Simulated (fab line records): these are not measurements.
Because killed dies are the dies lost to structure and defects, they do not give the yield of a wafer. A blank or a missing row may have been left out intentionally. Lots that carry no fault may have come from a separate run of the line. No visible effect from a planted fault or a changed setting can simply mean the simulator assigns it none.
fab line records    flow sky130
record lots=10  wafers=30  last_day=49
route steps=708 shown GATE_OXIDE@197 LDD_P@266 SPACER@304
lots untouched by any fault: they come from a run of this same line in which no faults occurred
start_h: start of the lot's first displayed wafer, in hours after the record's first day    wait_h: hours since the lot's step before    " identical to the entry in the row above    L1.1+2: a single row standing in for several wafers    - no value present, or no start provided    * or withheld: withheld    < > ~ a bound
route shown NAME@n: NAME is a module with steps in the file, n the number in the route of the first one    usual: mean and standard deviation over wafers with no fault    same: alike in all rows    chamber/n: place in a boat    sites: each site's reading    _std_site: how widely they spread, as a standard deviation    _edge_site: the outer-site mean with the inner-site mean subtracted    radius_mm: for every site, how far away it sits from the centre of the wafer    mask NAME#n: copy n    behind: tool/chamber where the wafer was last shaped    hold: why the lot was held/for how many hours/how that ended    device: the n, p or np transistor that did not switch    end of line: tests run on the same wafers once the route is complete    a step given without rows: its recipe and nothing more    killed: dies lost to structure and defects at the first sort, not the wafer's yield    map: a wafer's dies, x killed, . not, _ none there
set.NAME: the setting as run; set.NAME@STEP: as run at that earlier step    model.NAME: the simulator's own value behind a step, which no gauge read
steps of the route over a sample of lots; a table a step, a row a wafer
services: the hour from which a tool's chamber was out of use, counted from the record's first day as start_h (under 0 if before that day), plus the number of hours and why
## steps
# step SKY_GATE_OXIDE_OVL_MEAS_10
# usual GATE_OXIDE_OVL=-1.3/1.3
lot.wafer  tool        chamber  start_h  wait_h  GATE_OXIDE_OVL[nm]
L108.2     overlay-01  -        309.23   0.1     1.2
L108.3     "           -        "        "       1.3
L108.5     "           -        "        "       -0.3
L110.1     overlay-01  -        326.74   0.1     1.4
L110.2     "           -        "        "       -0.9
L110.5     "           -        "        "       -0.3
L113.1     overlay-02  -        353.19   0.1     -0.3
L113.5     "           -        "        "       -1.2
L113.6     "           -        "        "       -2.4
L114.2     overlay-01  -        367.75   0.1     -2.2
L114.3     "           -        "        "       -1.6
L114.6     "           -        "        "       -2.8
L115.1     overlay-02  -        373.79   0.1     -2.0
L115.5     "           -        "        "       -1.4
L115.6     "           -        "        "       -0.9
L116.1     overlay-02  -        392.69   0.1     1.0
L116.2     "           -        "        "       0.8
L116.4     "           -        "        "       2.0
L123.1     overlay-02  -        459.64   0.1     1.1
L123.2     "           -        "        "       0.4
L123.4     "           -        "        "       0.5
L124.1     overlay-02  -        465.94   0.1     -2.1
L124.3     "           -        "        "       -0.1
L124.6     "           -        "        "       -1.1
L125.1     overlay-02  -        468.19   0.1     -1.3
L125.2     "           -        "        "       -2.8
L125.6     "           -        "        "       -2.8
L126.1     overlay-01  -        475.69   0.1     -3.7
L126.2     "           -        "        "       -1.7
L126.3     "           -        "        "       -2.1
# step SKY_GATE_OXIDE_STRIP_13
# recipe chemistry=O2/N2  power_w=1400  pressure_mtorr=1500  platen_temp_c=withheld  o2_flow_sccm=3000  n2_flow_sccm=300  overash_fraction=0.5
# usual drypump_motor_current_A=5.37/0.18  oes_product_au=0.715/0.0045  strip_time_to_endpoint_s=14.17/0.045
lot.wafer  tool             chamber  start_h  wait_h  drypump_motor_current_A  oes_product_au  rf_hours_counter_h  strip_time_to_endpoint_s
L108.2     plasma_asher-04  0        309.51   0.0     5.39                     0.709           50                  14.21
L108.3     "                0        "        "       5.36                     0.719           -                   14.21
L108.5     "                1        "        "       5.04                     0.711           -                   14.22
L110.1     plasma_asher-02  0        327.03   0.0     5.62                     0.719           62                  14.16
L110.2     "                1        "        "       5.48                     0.714           62                  14.18
L110.5     "                0        "        "       5.60                     0.710           -                   14.18
L113.1     plasma_asher-01  0        353.48   0.0     5.44                     0.718           23                  14.19
L113.5     "                0        "        "       5.42                     0.711           -                   14.18
L113.6     "                1        "        "       5.47                     0.712           -                   14.19
L114.2     plasma_asher-01  1        368.03   0.0     5.46                     0.713           24                  14.12
L114.3     "                1        "        "       5.46                     0.713           -                   14.13
L114.6     "                0        "        "       5.44                     0.707           -                   14.10
L115.1     plasma_asher-02  0        374.18   0.0     5.61                     0.711           66                  14.15
L115.5     "                0        "        "       5.66                     0.706           -                   14.17
L115.6     "                1        "        "       5.47                     0.716           -                   14.15
L116.1     plasma_asher-02  1        392.98   0.0     5.48                     0.718           68                  14.17
L116.2     "                0        "        "       5.59                     0.718           68                  14.17
L116.4     "                1        "        "       5.50                     0.711           -                   14.09
L123.1     plasma_asher-04  0        459.93   0.0     5.38                     0.717           65                  14.14
L123.2     "                1        "        "       5.00                     0.717           65                  14.14
L123.4     "                0        "        "       5.31                     0.710           -                   14.19
L124.1     plasma_asher-01  1        466.24   0.0     5.48                     0.710           35                  14.20
L124.3     "                1        "        "       5.45                     0.718           -                   14.22
L124.6     "                0        "        "       5.43                     0.710           -                   14.21
L125.1     plasma_asher-01  0        468.49   0.0     5.43                     0.713           36                  14.20
L125.2     "                1        "        "       5.46                     0.710           36                  14.19
L125.6     "                0        "        "       5.45                     0.710           -                   14.20
L126.1     plasma_asher-01  0        475.98   0.0     5.42                     0.717           37                  14.27
L126.2     "                1        "        "       5.45                     0.718           37                  14.26
L126.3     "                0        "        "       5.47                     0.707           -                   14.18
# step SKY_LDD_P_TW_MEAS_11
# usual LDD_P_TW=631/6.1
lot.wafer  tool           chamber  start_h  wait_h  LDD_P_TW
L108.2     film_metro-04  -        433.94   0.1     647
L108.3     "              -        "        "       645
L108.5     "              -        "        "       644
L110.1     film_metro-01  -        455.59   0.1     626
L110.2     "              -        "        "       628
L110.5     "              -        "        "       627
L113.1     film_metro-03  -        479.74   0.1     630
L113.5     "              -        "        "       631
L113.6     "              -        "        "       631
L114.2     film_metro-04  -        500.69   0.1     643
L114.3     "              -        "        "       640
L114.6     "              -        "        "       641
L115.1     film_metro-03  -        505.19   0.1     631
L115.5     "              -        "        "       635
L115.6     "              -        "        "       634
L116.1     film_metro-01  -        525.59   0.1     623
L116.2     "              -        "        "       622
L116.4     "              -        "        "       626
L123.1     film_metro-01  -        592.09   0.1     633
L123.2     "              -        "        "       631
L123.4     "              -        "        "       629
L124.1     film_metro-01  -        596.28   0.1     626
L124.3     "              -        "        "       627
L124.6     "              -        "        "       625
L125.1     film_metro-01  -        597.19   0.1     627
L125.2     "              -        "        "       630
L125.6     "              -        "        "       625
L126.1     film_metro-01  -        606.04   0.1     626
L126.2     "              -        "        "       623
L126.3     "              -        "        "       623
# step SKY_SPACER_CVD_00
# recipe material=Si3N4  precursor=DCS/NH3  target_thk_nm=43.1  temp_c=770  time_s=740  pressure_mtorr=250
# usual pressure_mtorr=250.0/0.44  spike_tc_bottom_C=791.3/1.5  spike_tc_centre_C=771.2/1.4  spike_tc_lower_C=770.0/1.4  spike_tc_top_C=785.0/1.4  spike_tc_upper_C=769.8/0.98  susceptor_temp_C=769.95/0.3  zone_power_top_pct=27.6/1.3
lot.wafer  tool      chamber  start_h  wait_h  pressure_mtorr  spike_tc_bottom_C  spike_tc_centre_C  spike_tc_lower_C  spike_tc_top_C  spike_tc_upper_C  susceptor_temp_C  zone_power_top_pct
L108.2     lpcvd-02  1        529.86   1.8     250.5           792.8              772.8              770.5             783.8           771.0             770.20            26.4
L108.3     "         1        "        "       249.0           792.8              771.8              770.2             783.3           770.3             769.90            26.5
L108.5     "         1        "        "       249.4           792.0              772.2              773.3             782.9           770.6             769.83            26.4
L110.1     lpcvd-02  1        548.55   0.0     249.7           792.7              771.2              771.5             786.4           769.9             770.01            26.8
L110.2     "         1        "        "       249.6           792.4              771.4              770.7             785.6           770.2             769.83            26.5
L110.5     "         1        "        "       250.3           790.7              772.0              772.1             784.4           771.5             770.10            26.5
L113.1     lpcvd-02  1        573.44   0.9     249.4           792.9              772.5              772.0             784.7           770.3             770.30            26.5
L113.5     "         1        "        "       250.3           790.6              770.1              770.9             786.9           769.6             769.91            26.8
L113.6     "         1        "        "       250.2           793.6              772.8              771.0             785.3           771.3             769.67            26.3
L114.2     lpcvd-02  1        592.59   0.0     250.1           792.3              771.6              770.3             784.9           768.2             770.01            26.3
L114.3     "         1        "        "       250.2           793.7              772.0              770.6             783.7           768.9             770.03            26.7
L114.6     "         1        "        "       249.5           793.3              773.8              770.0             784.7           770.8             769.56            26.8
L115.1     lpcvd-02  1        596.21   1.2     249.8           792.3              771.3              770.4             782.5           770.6             769.88            26.1
L115.5     "         1        "        "       250.2           794.0              772.0              770.9             782.7           771.0             770.16            26.3
L115.6     "         1        "        "       250.3           792.4              771.6              770.3             782.8           770.3             770.02            26.4
L116.1     lpcvd-02  0        615.43   0.0     249.5           789.3              769.6              767.8             785.8           769.4             770.19            29.2
L116.2     "         0        "        "       249.9           791.3              769.4              769.5             785.3           769.0             770.50            29.1
L116.4     "         0        "        "       249.6           790.8              771.9              766.8             787.6           769.6             770.63            28.8
L123.1     lpcvd-02  0        679.28   0.0     250.0           789.3              769.3              769.5             785.8           770.1             770.07            28.8
L123.2     "         0        "        "       250.5           789.4              770.5              768.1             786.4           768.5             769.53            28.9
L123.4     "         0        "        "       250.2           791.1              768.6              768.5             787.0           767.7             769.81            28.8
L124.1     lpcvd-02  0        683.28   0.0     250.4           793.8              774.8              773.8             790.9           773.5             775.21            29.1
L124.3     "         0        "        "       250.3           795.1              775.6              774.2             789.9           774.4             774.90            29.5
L124.6     "         0        "        "       250.1           797.6              775.0              772.6             789.3           773.1             775.40            29.5
L125.1     lpcvd-02  1        684.78   0.0     250.5           798.0              776.5              775.7             790.4           775.9             775.24            26.7
L125.2     "         1        "        "       250.1           797.3              778.4              775.6             787.8           774.8             775.17            26.5
L125.6     "         1        "        "       250.1           796.1              778.7              775.8             788.8           775.3             774.84            26.6
L126.1     lpcvd-02  0        693.43   0.0     249.3           796.4              774.7              774.1             792.5           774.1             774.92            28.9
L126.2     "         0        "        "       249.4           794.1              774.0              772.4             792.0           773.1             775.01            28.9
L126.3     "         0        "        "       249.8           793.7              774.2              774.3             789.7           774.3             775.07            29.4
# step SKY_SPACER_THK_MEAS_01
# recipe reads=Si3N4_of_SPACER_CVD_00
# usual SPACER_CVD_00_THK=43.3/0.45
lot.wafer  tool           chamber  start_h  wait_h  hold                      SPACER_CVD_00_THK[nm]
L108.2     film_metro-04  -        531.68   0.0     -                         43.2
L108.3     "              -        "        "       -                         43.5
L108.5     "              -        "        "       -                         43.1
L110.1     film_metro-03  -        549.76   0.0     -                         42.5
L110.2     "              -        "        "       -                         42.6
L110.5     "              -        "        "       -                         42.9
L113.1     film_metro-01  -        574.65   0.0     -                         43.1
L113.5     "              -        "        "       -                         42.9
L113.6     "              -        "        "       -                         43.1
L114.2     film_metro-04  -        593.81   0.0     -                         42.8
L114.3     "              -        "        "       -                         43.1
L114.6     "              -        "        "       -                         43.0
L115.1     film_metro-04  -        597.41   0.0     -                         43.0
L115.5     "              -        "        "       -                         42.6
L115.6     "              -        "        "       -                         42.4
L116.1     film_metro-03  -        617.24   0.0     -                         43.0
L116.2     "              -        "        "       -                         42.8
L116.4     "              -        "        "       -                         42.6
L123.1     film_metro-03  -        680.49   0.0     -                         43.7
L123.2     "              -        "        "       -                         44.0
L123.4     "              -        "        "       -                         43.9
L124.1     film_metro-04  -        684.49   0.0     await_dispo/0.2h/release  47.3
L124.3     "              -        "        "       await_dispo/0.2h/release  46.9
L124.6     "              -        "        "       await_dispo/0.2h/release  47.1
L124.1     film_metro-04  -        684.72   0.2     -                         47.2
L124.3     "              -        "        "       -                         47.0
L124.6     "              -        "        "       -                         47.2
L125.1     film_metro-03  -        685.99   0.0     await_dispo/0.2h/release  47.6
L125.2     "              -        "        "       await_dispo/0.2h/release  48.3
L125.6     "              -        "        "       await_dispo/0.2h/release  47.7
L125.1     film_metro-03  -        686.22   0.2     -                         47.7
L125.2     "              -        "        "       -                         48.3
L125.6     "              -        "        "       -                         47.7
L126.1     film_metro-04  -        694.64   0.0     await_dispo/0.2h/release  47.3
L126.2     "              -        "        "       await_dispo/0.2h/release  47.2
L126.3     "              -        "        "       await_dispo/0.2h/release  47.4
L126.1     film_metro-04  -        694.94   0.3     -                         47.3
L126.2     "              -        "        "       -                         47.1
L126.3     "              -        "        "       -                         47.5
# step SKY_SPACER_ETCHBACK_02
# recipe chemistry=CH3F/O2  target=Si3N4  stop_on=SiO2  source_w=400  bias_w=80  pressure_mtorr=25  ch3f_flow_sccm=40  O2_flow_sccm=30  time_s=46.7  target_depth_a=450
# usual O2_flow_sccm=30.01/0.095  drypump_motor_current_A=5.6/0.57  oes_product_au=0.857/0.007  throttle_valve_pct=10.562/0.0091
lot.wafer  tool         chamber  start_h  wait_h  hold                       O2_flow_sccm  drypump_motor_current_A  oes_product_au  rf_hours_counter_h  throttle_valve_pct
L108.2     rie_diel-01  0        531.73   0.0     -                          29.96         6.3                      0.856           15                  10.566
L108.3     "            2        "        "       -                          29.87         5.3                      0.862           6                   10.564
L108.5     "            0        "        "       -                          29.92         6.3                      0.857           -                   10.583
L110.1     rie_diel-02  0        549.82   0.1     -                          30.00         6.0                      0.849           7                   10.563
L110.2     "            2        "        "       -                          30.12         5.4                      0.852           2                   10.572
L110.5     "            2        "        "       -                          30.20         5.4                      0.849           -                   10.555
L113.1     rie_diel-01  2        574.71   0.1     -                          30.00         5.3                      0.864           7                   10.567
L113.5     "            0        "        "       -                          30.32         6.3                      0.850           -                   10.557
L113.6     "            1        "        "       -                          29.92         5.7                      0.851           -                   10.556
L114.2     rie_diel-04  1        593.86   0.0     -                          30.02         5.2                      0.855           46                  10.577
L114.3     "            2        "        "       -                          29.98         4.8                      0.848           9                   10.573
L114.6     "            1        "        "       -                          30.11         5.2                      0.859           -                   10.567
L115.1     rie_diel-01  2        597.47   0.1     -                          30.14         5.3                      0.848           7                   10.564
L115.5     "            3        "        "       -                          30.03         4.8                      0.848           -                   10.569
L115.6     "            0        "        "       -                          29.99         6.3                      0.844           -                   10.560
L116.1     rie_diel-04  3        617.30   0.1     -                          30.00         5.9                      0.858           45                  10.569
L116.2     "            0        "        "       -                          30.06         6.5                      0.851           68                  10.549
L116.4     "            2        "        "       -                          30.00         4.8                      0.848           10                  10.531
L123.1     rie_diel-02  2        680.55   0.1     -                          29.99         5.4                      0.870           3                   10.559
L123.2     "            0        "        "       -                          30.13         6.0                      0.860           9                   10.561
L123.4     "            1        "        "       -                          30.08         6.1                      0.859           1                   10.564
L125.1     rie_diel-01  0        689.39   3.2     await_dispo/3.1h/release   30.08         6.3                      0.907           19                  10.570
L125.2     "            2        "        "       await_dispo/3.1h/release   29.96         5.4                      0.923           9                   10.568
L125.6     "            1        "        "       await_dispo/3.1h/release   30.11         5.7                      0.903           -                   10.555
L124.1     rie_diel-01  3        690.29   5.6     await_dispo/5.5h/release   29.93         4.8                      0.900           2                   10.573
L124.3     "            2        "        "       await_dispo/5.5h/release   30.08         5.4                      0.891           9                   10.575
L124.6     "            2        "        "       await_dispo/5.5h/release   29.99         5.4                      0.901           -                   10.570
L126.1     rie_diel-02  0        726.79   31.8    await_dispo/12.1h/release  29.90         6.0                      0.894           9                   10.569
L126.2     "            2        "        "       await_dispo/12.1h/release  30.06         5.5                      0.897           4                   10.566
L126.3     "            1        "        "       await_dispo/12.1h/release  29.94         6.1                      0.904           1                   10.563
## services
tool             chamber  start_h  hours  kind
rie_diel-01      2        306.67   17.8   repair
rie_diel-01      0        323.07   4.7    repair
rie_diel-02      -        336.06   2.8    pm
rie_diel-02      2        351.91   7.0    repair
rie_diel-02      -        358.90   0.4    repair
rie_diel-01      -        379.90   0.2    repair
lpcvd-02         -        387.32   6.0    pm
rie_diel-01      0        415.10   17.6   repair
plasma_asher-02  -        434.97   38.2   repair
rie_diel-02      0        437.80   6.5    repair
lpcvd-02         -        464.33   0.3    repair
rie_diel-01      1        475.95   14.6   repair
plasma_asher-01  -        511.59   14.6   pm
rie_diel-01      -        528.40   0.6    repair
rie_diel-01      -        538.12   2.8    pm
rie_diel-01      -        569.51   0.1    repair
lpcvd-02         -        577.40   1.2    repair
plasma_asher-01  -        616.12   4.0    pm
lpcvd-02         -        623.49   2.9    repair
lpcvd-02         -        629.00   1.6    repair
rie_diel-01      -        649.86   4.0    pm
rie_diel-01      1        663.88   8.2    repair
rie_diel-01      1        674.18   4.7    repair
plasma_asher-01  -        717.59   0.9    repair
## key
first_sign step=SKY_SPACER_CVD_00  reading=susceptor_temp_C  direction=up  sigmas=17  usual=*  struck=*
effect step=SKY_SPACER_CVD_00  reading=spike_tc_upper_C  direction=up  sigmas=4.6  usual=769.8  struck=774.3
effect step=SKY_SPACER_THK_MEAS_01  reading=visit  direction=added
effect step=SKY_SPACER_THK_MEAS_01  reading=SPACER_CVD_00_THK  direction=up  sigmas=9.3  usual=43.3  struck=47.4
effect step=SKY_SPACER_ETCHBACK_02  reading=oes_product_au  direction=up  sigmas=6.4  usual=0.857  struck=0.902
met_at SKY_SPACER_CVD_00
struck_lots L124,L125,L126
tester_left_out L124,L125,L126
not_acting_at SKY_GATE_OXIDE_OVL_MEAS_10,SKY_GATE_OXIDE_STRIP_13,SKY_LDD_P_TW_MEAS_11
onset_between 679.28 683.28
fault kind=process_parameter_drift  tool=lpcvd-02  chamber=-  onset_h=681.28  steps=SKY_SPACER_CVD_00  channel=temp_c  offset=*  shape=step  end_h=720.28  acts_in=*  stated=*
# tester_left_out: of these lots the tester's yield and bins aren't shown, on N5 and GAA mostly nor the transistor test; their killed dies are dies lost to structure and defects alone, not to doping, threshold or leakage, so they don't give the yield
